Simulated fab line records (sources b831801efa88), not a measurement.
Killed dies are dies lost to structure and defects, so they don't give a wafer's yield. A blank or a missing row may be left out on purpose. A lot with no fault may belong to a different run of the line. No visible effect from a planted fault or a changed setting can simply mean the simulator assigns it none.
One fault seen from 2 desks    flow sky130    what lay behind the numbers comes last; until then each desk has only its own

DESK OF THE TOOL OWNER: plasma asher-02
The tool's own readings at SKY_CAPM_STRIP_14 (strips in O2/N2): means of the sampled wafers that have a number, for each lot that ran on this tool. Any lot whose mean is over 4 standard deviations away from the usual mean is out of limits and marked OUT; that distance is given in the brackets.
Columns: A = chamber pressure mTorr at SKY_CAPM_STRIP_14, usual 1499.9 mTorr; B = drypump motor current A at SKY_CAPM_STRIP_14, usual 5.8 A; C = n2 flow sccm at SKY_CAPM_STRIP_14, usual 300.1 sccm; D = oes product au at SKY_CAPM_STRIP_14, usual 0.710 a.u.; E = strip time to endpoint s at SKY_CAPM_STRIP_14, usual 12.66 s
lot   first seen here  A       B    C      D      E
L899  day 37 00:02     1500.2  5.6  299.9  0.711  12.56
L901  day 38 08:21     1499.9  5.4  299.5  0.716  12.70
L907  day 40 01:21     1499.4  5.4  300.3  0.709  12.61
L911  day 40 21:29     1499.5  5.6  299.9  0.711  12.65
L912  day 41 10:56     1501.0  5.6  299.5  0.709  12.69
L914  day 42 03:35     1499.7  5.6  300.1  0.708  12.67
L915  day 42 12:32     1499.7  5.6  300.6  0.707  12.63
L916  day 42 17:10     1500.3  5.5  300.7  0.707  12.71
This desk's verdict: no lot among the 8 shows anything out of limits.

AT THE METROLOGY DESK
Lot by lot, what the gauges showed, no matter which tool ran the lot: averages of those sampled wafers that carry a number. Any lot whose mean is over 4 standard deviations away from the usual mean is out of limits and marked OUT; that distance is given in the brackets.
Columns: A = METAL5_ALCU_RS at SKY_METAL5_RS_MEAS_05, usual 0.02696 ohm/sq; B = PASSIVATION_CVD_02_THK at SKY_PASSIVATION_THK_MEAS_03, usual 541 nm
lot   first seen here  A        B
L899  day 42 09:22     0.02656  541
L901  day 43 17:37     0.02697  542
L907  day 45 04:55     0.02708  532
L908  day 45 06:46     0.02704  544
L909  day 45 18:45     0.02698  540
L911  day 46 01:20     0.02716  542
L910  day 46 01:56     0.02745  538
L912  day 46 08:38     0.02697  547
L914  day 47 00:50     0.02681  531
L915  day 47 07:23     0.02676  538
L916  day 47 11:52     0.02689  543
L920  day 48 15:00     0.02651  541
This desk's verdict: no lot among the 12 shows anything out of limits.

PUT TOGETHER
The desk of the tool owner found nothing out of limits.
The metrology desk saw nothing out of limits.

WHAT THE SIMULATOR HAD INSERTED
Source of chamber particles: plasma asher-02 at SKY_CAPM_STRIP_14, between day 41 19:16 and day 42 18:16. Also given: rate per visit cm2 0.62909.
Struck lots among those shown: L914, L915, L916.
